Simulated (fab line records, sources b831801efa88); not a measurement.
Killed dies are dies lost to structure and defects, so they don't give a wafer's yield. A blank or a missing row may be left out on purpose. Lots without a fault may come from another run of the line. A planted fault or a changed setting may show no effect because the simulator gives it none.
Chamber matching | flow gf180mcu | GF_V4_CVD_02 on pecvd-02: 3 sister chambers
The step deposits SiO2 from TEOS, target thk 850 nm, time 94.851 s. 5 wafers are shown with their chamber, then 8 later ones without.

WAFERS WITH THEIR CHAMBER
wafer  | chamber | heater_power_outer_w (W) | heater_power_w (W)
L081.5 | 1       | 331                      | 537
L081.6 | 2       | 387                      | 665
L083.3 | 1       | 436                      | 663
L083.6 | 0       | 319                      | 587
L086.1 | 0       | 315                      | 579

WAFERS WITHOUT THEIR CHAMBER
wafer  | heater_power_outer_w (W) | heater_power_w (W)
L086.5 | 389                      | 682
L086.6 | 386                      | 616
L091.4 | 250                      | 486
L091.5 | 329                      | 539
L091.6 | 311                      | 572
L096.1 | 416                      | 733
L096.4 | 341                      | 602
L096.5 | 430                      | 658

WHICH CHAMBER EACH WENT THROUGH
wafer  | from the rows above          | in truth
L086.5 | can't be placed: 2 or 1 or 0 | 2
L086.6 | can't be placed: 1 or 2 or 0 | 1
L091.4 | can't be placed: 0 or 1 or 2 | 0
L091.5 | can't be placed: 0 or 1 or 2 | 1
L091.6 | can't be placed: 0 or 1 or 2 | 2
L096.1 | can't be placed: 2 or 1 or 0 | 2
L096.4 | can't be placed: 0 or 1 or 2 | 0
L096.5 | can't be placed: 2 or 1 or 0 | 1
Placed correctly: 0 of 8. Can't be placed from these rows: 8 (the true chamber is among the candidates in 8). Placed wrongly: 0.
How it was worked out, from the rows above alone: a wafer's distance from a chamber is the root of the sum, over the readings, of the square of ((its reading less the chamber's mean) divided by the reading's scatter). The wafer belongs to the nearest chamber; if the next one is less than 2 further off, it can't be placed. A chamber's mean is the mean of its shown wafers. The scatter: the root of (the sum of the squares of (reading less its chamber's mean) over the shown wafers, divided by (wafers less chambers)).
